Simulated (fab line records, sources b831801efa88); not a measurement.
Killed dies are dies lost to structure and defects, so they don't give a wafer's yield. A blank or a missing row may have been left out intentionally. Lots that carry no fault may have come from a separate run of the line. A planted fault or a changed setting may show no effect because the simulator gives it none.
Matching of chambers | flow sky130 | cmp-01 running SKY_VIA4_CMP_02: 4 sister chambers
The step polishes SiO2. 18 wafers are shown with their chamber, then 9 later ones without.

## WAFERS WITH THEIR CHAMBER
wafer  | chamber | motorCurrentA (A) | retainingRingPressureFrac
L537.2 | 1       | 10.5              | 1.000
L537.3 | 3       | 12.1              | 0.996
L537.5 | 0       | 12.1              | 1.000
L539.1 | 0       | 11.7              | 1.001
L539.5 | 2       | 12.6              | 0.997
L539.6 | 1       | 10.6              | 0.998
L546.3 | 3       | 12.4              | 1.006
L546.5 | 1       | 10.8              | 1.002
L546.6 | 0       | 12.0              | 1.001
L548.1 | 2       | 12.6              | 0.997
L548.3 | 0       | 13.1              | 1.003
L548.6 | 3       | 12.6              | 1.004
L550.4 | 0       | 12.7              | 0.999
L550.5 | 3       | 12.2              | 0.999
L550.6 | 2       | 13.6              | 1.002
L551.2 | 3       | 13.1              | 1.005
L551.4 | 0       | 12.8              | 0.997
L551.5 | 1       | 10.0              | 0.990

SIGNATURES (means of the wafers above)
reading                   | chamber 0 | chamber 1 | chamber 2 | chamber 3 | scatter within a chamber
motorCurrentA             | 12.400    | 10.475    | 12.933    | 12.480    | 0.472
retainingRingPressureFrac | 1.00017   | 0.99750   | 0.99867   | 1.00200   | 0.00373
Rule: distance of a wafer from a chamber = root of the sum over the readings of ((wafer's reading minus chamber's mean) / reading's scatter) squared. If the next closest chamber is less than 2 further off than the closest, the wafer can't be placed; otherwise it belongs to the closest. The scatter: take each reading less its chamber's mean, square it, sum over the shown wafers, divide by the number of wafers less the number of chambers, and take the root.

## WAFERS WITH NO CHAMBER GIVEN
wafer  | motorCurrentA (A) | retainingRingPressureFrac
L552.1 | 10.8              | 1.010
L552.2 | 12.6              | 0.995
L552.5 | 11.6              | 0.997
L557.1 | 12.4              | 0.996
L557.4 | 11.6              | 0.998
L557.6 | 12.1              | 0.999
L558.2 | 12.7              | 0.992
L558.3 | 12.9              | 0.999
L558.6 | 12.7              | 1.003

## WHICH CHAMBER EACH WENT THROUGH
wafer  | from the rows above               | in truth
L552.1 | can't be placed: 1 or 3 or 0      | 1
L552.2 | can't be placed: 2 or 0 or 3      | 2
L552.5 | can't be placed: 0 or 3 or 1 or 2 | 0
L557.1 | can't be placed: 0 or 2 or 3      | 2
L557.4 | can't be placed: 0 or 3 or 1 or 2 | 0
L557.6 | can't be placed: 0 or 3 or 2      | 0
L558.2 | can't be placed: 2 or 0 or 3      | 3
L558.3 | can't be placed: 2 or 0 or 3      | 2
L558.6 | can't be placed: 3 or 0 or 2      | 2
Correctly placed: 0 of 9. These rows do not allow placing 9 (true chamber among the candidates in 9). Number placed wrongly: 0.
